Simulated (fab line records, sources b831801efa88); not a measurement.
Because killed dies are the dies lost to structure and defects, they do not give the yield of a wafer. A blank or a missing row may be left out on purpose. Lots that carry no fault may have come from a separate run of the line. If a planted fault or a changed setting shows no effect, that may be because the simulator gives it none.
Struck lot and sound lot, side by side ; flow gf180mcu ; 17 out of 602 route steps
Sound: the wafers L208.2, L208.4, L208.6. Struck: wafers L223.2, L223.4 (left out: L223.1, a lot-mate that was not struck); the cause follows at the end.
Per side, at each step with rows, come the tool, then ch with its chambers, and then its first start. Under that, the readings that differ: sound wafers ; struck wafers ; difference of the means ; sigmas: that difference in standard deviations of wafers without a fault.
alike: same words and numbers on both sides, and readings whose means sit less than 2 such deviations apart. not compared: any withheld reading, any reading some wafer has no value for, any bound like >300 that may hide the same value, and any number with overlapping values for which the record gives no deviation.
The two part at a step that has a row with sigmas, a row that says differs or no value, or rows on one side only. Numbers that have no deviation but don't overlap get no sigmas and don't part them. Lack of a reading on every wafer of one side parts them only where that side has two or more wafers.

first, 4 steps without rows for these wafers: GF_M1_SOFTBAKE_10 (time 60 s); GF_M1_EXPOSE_11 (exposes mask Metal1, target cd 230 nm); GF_M1_PEB_12 (peb time 90 s); GF_M1_DEVELOP_13 (develop time 60 s).
GF_M1_CD_MEAS_14: target cd 230 nm.
  sound on cdSem-02, day 17 21:32; struck on cdSem-02, day 23 08:23
  alike: cdNm
GF_M1_OVL_MEAS_15:
  sound on overlay-02, day 17 21:39; struck on overlay-02, day 23 08:31
  alike: M1_OVL
GF_M1_METAL_ETCH_16: etches the open film in Cl2/BCl3, stops on SiO2, target depth 750.8 nm, time 125.1 s.
  sound on rieMetal-02 ch 0,1, day 17 21:41; struck on rieMetal-01 ch 0,1, day 23 08:33
  alike: drypumpMotorCurrentA, mfcCl2Sccm, oesProductAu, throttleValvePct
  not compared: rfHoursCounterH
GF_M1_STRIP_17: strips in O2/N2.
  sound on plasmaAsher-04 ch 0,1, day 17 21:49; struck on plasmaAsher-03 ch 0, day 23 08:41
  alike: drypumpMotorCurrentA, heaterPowerW, oesProductAu, stripTimeToEndpointS
  not compared: rfHoursCounterH
then, 3 steps without rows for these wafers: GF_M1_STRIP_18 (strips in post etch residue remover, time 1200 s); GF_M1_CLEAN_19 (cleans in DIW); GF_V1_CVD_00 (deposits SiO2, target thk 600 nm, time 100 s).
GF_V1_THK_MEAS_01:
  sound on filmMetro-02, day 17 22:26; struck on filmMetro-03, day 23 09:17
  alike: V1_CVD_00_THK
GF_V1_CVD_02: deposits SiO2 from TEOS, target thk 850 nm, time 94.851 s.
  sound on pecvd-01 ch 0,1, day 17 22:29; struck on pecvd-04 ch 1,2, day 23 09:21
reading;sound;struck;difference;sigmas
model.SiO2_of_V1_CVD_02.thkNm (nm);847 849.1 851.7;1313 1321;+468;
  alike: heaterPowerOuterW, heaterPowerW
GF_V1_THK_MEAS_03:
  sound on filmMetro-04, day 17 22:34; struck on filmMetro-03, day 23 09:39
reading;sound;struck;difference;sigmas
V1_CVD_02_THK (nm);847 849 852;1313 1321;+468;+43
  not compared: hold
GF_V1_CMP_04: polishes SiO2.
  sound on cmp-02 ch 1,2,3, day 18 01:10; struck on cmp-02 ch 1,2, day 23 13:37
reading;sound;struck;difference;sigmas
hold;- - -;awaitDispo/3.9h/release awaitDispo/3.9h/release;no value on the sound wafers;
timeToEndpointS (s);81 77 85;271 270;+190;+33
  alike: headPressurePsi, motorCurrentA
GF_V1_BOW_MEAS_05:
  sound on filmMetro-04, day 18 01:29; struck on filmMetro-04, day 23 13:55
  alike: V1_BOW
next, for these wafers, 1 step has no rows: GF_PASSIVATION_PROBE_99.

== WHERE THEY PART ==
Earliest at GF_V1_THK_MEAS_03; latest, in this record, at GF_V1_CMP_04. Later steps at which nothing parts them and some readings are alike: GF_V1_BOW_MEAS_05.

WHY: what the simulator had put in
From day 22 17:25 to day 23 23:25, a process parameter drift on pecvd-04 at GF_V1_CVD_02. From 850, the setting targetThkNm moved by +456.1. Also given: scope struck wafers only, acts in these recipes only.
